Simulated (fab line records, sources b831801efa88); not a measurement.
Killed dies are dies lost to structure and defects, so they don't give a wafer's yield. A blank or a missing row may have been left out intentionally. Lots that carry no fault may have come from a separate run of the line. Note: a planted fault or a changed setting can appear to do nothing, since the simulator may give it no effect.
Problem report in the 8D (eight disciplines) form, filled by code || flow sky130 || the parts of the form that need people (team, actions taken, sign-off) are left out

## 1. THE ISSUE
Mean CAP2M_TIN_RS at SKY_CAP2M_RS_MEAS_03: 8.12 ohm/sq over 2 wafers in 2 lots; fault-free wafers: 6.89 ohm/sq, standard deviation 0.065. Relative to the usual mean, that is a shift of +19 standard deviations.
The step: measures by four-point-probe.
Seen first at day 45 04:21 on film_metro-04, wafer L600.5. At this step, 29 wafers from 10 lots have a number in the record. Rule for "out" (also "out of limits"): further than 4 standard deviations from the usual mean. The rest of the wafers with a number are treated as sound.

## 2. WHAT THIS IS AND IS NOT
{"question": "which readings at this step", "is": "CAP2M_TIN_RS", "is not": "-"}
{"question": "which lots", "is": "L600, L602", "is not": "L583, L584, L586, L587, L590, L593, L594, L601"}
{"question": "which wafers of those lots", "is": "L600.5, L602.4", "is not": "L600.3, L602.1, L602.6"}
{"question": "read on which gauges", "is": "film_metro-02, film_metro-04", "is not": "film_metro-03"}
{"question": "when", "is": "from day 45 04:21", "is not": "up to then (25 sound wafers); but 2 sound wafers of L602 came after"}

## 3. WHAT RULES OUT EACH SUSPECT
Counting: a tool at a process step up to the reading stays a suspect if it ran every lot that is out. Sound lots after the first of them don't rule it out here, since some wafers of a struck lot are sound.
- the gauge at SKY_CAP2M_RS_MEAS_03 is ruled out. Those wafers that are out were read across 2 gauges (film_metro-02, film_metro-04).
- pvd_sputter-01 at SKY_CAP2M_SPUTTER_02 (material TiN, target thk 200 nm, time 166.7 s): kept. Every lot that is out went through it, the first being L600 (day 45 04:12); the last sound lot it ran before that was L594 (day 42 20:53).
After counting, what remains is pvd_sputter-01 at SKY_CAP2M_SPUTTER_02.

## 4. THE CAUSE (what the simulator had put in)
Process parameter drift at SKY_CAP2M_SPUTTER_02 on pvd_sputter-01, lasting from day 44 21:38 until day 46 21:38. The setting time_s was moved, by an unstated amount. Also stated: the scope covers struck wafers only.
Only this tool survived the counting.

## 5. THE CHAIN OF EFFECTS, in route order
Each row: a reading where the mean over the struck wafers with a number is more than 3 standard deviations away from the usual. Only readings whose record carries a usual standard deviation are examined. hours: median over the lots of the time between each lot's start at the first step of this table that gives one and its start at this step. sigmas: the change, counted in usual standard deviations.
{"hours": 0, "step": "SKY_CAP2M_RS_MEAS_03", "reading": "CAP2M_TIN_RS", "usual": "6.89 ohm/sq", "on struck wafers": 8.12, "change": "+1.24", "sigmas": "+19"}
{"hours": 0, "step": "SKY_CAP2M_THK_MEAS_04", "reading": "CAP2M_TIN_THK", "usual": "198.9 nm", "on struck wafers": 169.4, "change": -29.5, "sigmas": -14}
{"hours": 20, "step": "SKY_CAP2M_METAL_ETCH_13", "reading": "oes_product_au", "usual": "0.943 a.u.", "on struck wafers": 0.861, "change": -0.082, "sigmas": -11}
{"hours": 20, "step": "SKY_CAP2M_METAL_ETCH_13", "reading": "throttle_valve_pct", "usual": "21.901 %", "on struck wafers": 21.957, "change": "+0.056", "sigmas": "+5.6"}
Here are the process steps it includes:
- SKY_CAP2M_METAL_ETCH_13: etches TiN in Cl2/BCl3, stops on SiO2, target depth 220 nm, time 62.9 s.

## 6. HOW IT WOULD HAVE BEEN CAUGHT EARLIER
Counted from the fault's start at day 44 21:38, it took 7 hours until the first out-of-limits reading at a measuring or inspecting step in this record, taken at day 45 04:21.
An alarm limit of 4 standard deviations would not have fired on the tool readings at SKY_CAP2M_SPUTTER_02 for which the record gives a usual standard deviation, since none of them was out on any struck wafer.
Among the 2 lots that are out, L602 began SKY_CAP2M_SPUTTER_02 on pvd_sputter-01 after day 45 04:21. A tool hold placed at that time would have kept it from harm.
